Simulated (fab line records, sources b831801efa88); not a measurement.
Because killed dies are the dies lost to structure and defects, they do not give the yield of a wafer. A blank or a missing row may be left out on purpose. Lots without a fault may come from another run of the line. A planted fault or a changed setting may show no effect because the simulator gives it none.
Struck lot and sound lot, side by side | flow sky130 | 17 steps out of a route of 708
Sound: wafers L591.2, L591.3, L591.4. Wafers struck: L595.2, L595.3, L595.6. The cause is named last.
Order at every step that has rows: each side's tool, ch and its chambers, its first start. Under that, the readings that differ: sound wafers | struck wafers | difference of the means | sigmas: that difference in standard deviations of wafers without a fault.
alike: same words and numbers on both sides, and readings whose means sit less than 2 such deviations apart. not compared: any withheld reading, any reading some wafer has no value for, any bound like >300 that may hide the same value, and any number with overlapping values for which the record gives no deviation.
Wherever a step has rows on one side only, a row that says differs or no value, or a row with sigmas, the two part there. Numbers that don't overlap but have no deviation are shown without sigmas and don't part them. A reading missing from all wafers of one side parts the sides only when that side holds two or more wafers.

first, 2 steps without rows for these wafers: SKY_NWELL_IMPLANT_12; SKY_NWELL_IMPLANT_13.
SKY_NWELL_STRIP_14: strips in O2/N2.
  sound on plasmaAsher-04 ch 0,1, day 6 19:13; struck on plasmaAsher-03 ch 0,1, day 7 11:42
  alike: drypumpMotorCurrentA, n2FlowSccm, oesProductAu, stripTimeToEndpointS
  not compared: rfHoursCounterH
SKY_NWELL_TW_MEAS_15:
  sound on filmMetro-04, day 6 19:20; struck on filmMetro-03, day 7 11:49
  alike: NWELL_TW
then, 7 steps without rows for these wafers: SKY_NWELL_DEHYDRATE_16 (time 60 s); SKY_NWELL_HMDS_17 (prime time 60 s); SKY_NWELL_COAT_18 (resist thk 3000 nm); SKY_NWELL_SOFTBAKE_19; SKY_NWELL_EXPOSE_20 (exposes mask NWM COMPLEMENT, target cd 840 nm); SKY_NWELL_PEB_21; SKY_NWELL_DEVELOP_22 (develop time 60 s).
SKY_NWELL_OVL_MEAS_23:
  sound on overlay-02, day 7 14:29; struck on overlay-02, day 8 07:25
  alike: NWELL_01_OVL
SKY_NWELL_IMPLANT_24:
  sound on implanter-01 ch 0, day 7 14:33; struck on implanter-01 ch 0, day 8 07:28
reading          | sound                       | struck                       | difference | sigmas
doseIonsCm2      | 9.2e+12 9.191e+12 9.207e+12 | 8.493e+12 8.49e+12 8.492e+12 | -7.077e+11 | -79
faradayCurrentUA | 53.1 51.4 52.0              | 47.0 47.4 47.9               | -4.7       | -5
SKY_NWELL_STRIP_25: strips in O2/N2.
  sound on plasmaAsher-02 ch 0,1, day 7 14:40; struck on plasmaAsher-02 ch 0,1, day 8 07:35
  alike: drypumpMotorCurrentA, n2FlowSccm, oesProductAu, stripTimeToEndpointS
  not compared: rfHoursCounterH
SKY_NWELL_TW_MEAS_26:
  sound on filmMetro-03, day 7 14:47; struck on filmMetro-02, day 8 07:42
reading    | sound       | struck      | difference | sigmas
NWELL_2_TW | 502 503 499 | 480 481 478 | -22        | -5
then, 1 step without rows for these wafers: SKY_NWELL_CLEAN_27 (cleans in SC1/SC2, time 150 s).
-- the record jumps here: 41 days lie between the struck wafers' starts before and after (it left off in module NWELL and takes up again in module PAD_OPEN, whose first step shown is number 708 of the route) --
SKY_PAD_OPEN_PROBE_99:
  sound on prober-02, day 48 08:13; struck on prober-02, day 48 20:22
reading                               | sound             | struck            | difference | sigmas
model.etest.resPwellUnderGate.rsOhmSq | 2279 2277 2293    | 2397 2397 2402    | +116       | 
model.etest.fieldN.vtV (V)            | 35.89 35.81 36.46 | 33.93 34.53 34.72 | -1.66      | 
  alike: killed_at_M0_to_M3, killed_at_M4_up, killedAtContacts, killedAtFrontEnd, killedAtOther, killedDies, killedOpen, killedShort
  not compared: model.etest.pfet_16v.rOnOhmUm

== WHERE THEY PART ==
Earliest at SKY_NWELL_IMPLANT_24; latest, in this record, at SKY_NWELL_TW_MEAS_26. Later steps at which nothing parts them and some readings are alike: SKY_PAD_OPEN_PROBE_99.

WHY: what had been put in by the simulator
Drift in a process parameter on implanter-01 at SKY_NWELL_IMPLANT_24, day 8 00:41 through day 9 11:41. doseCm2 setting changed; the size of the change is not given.
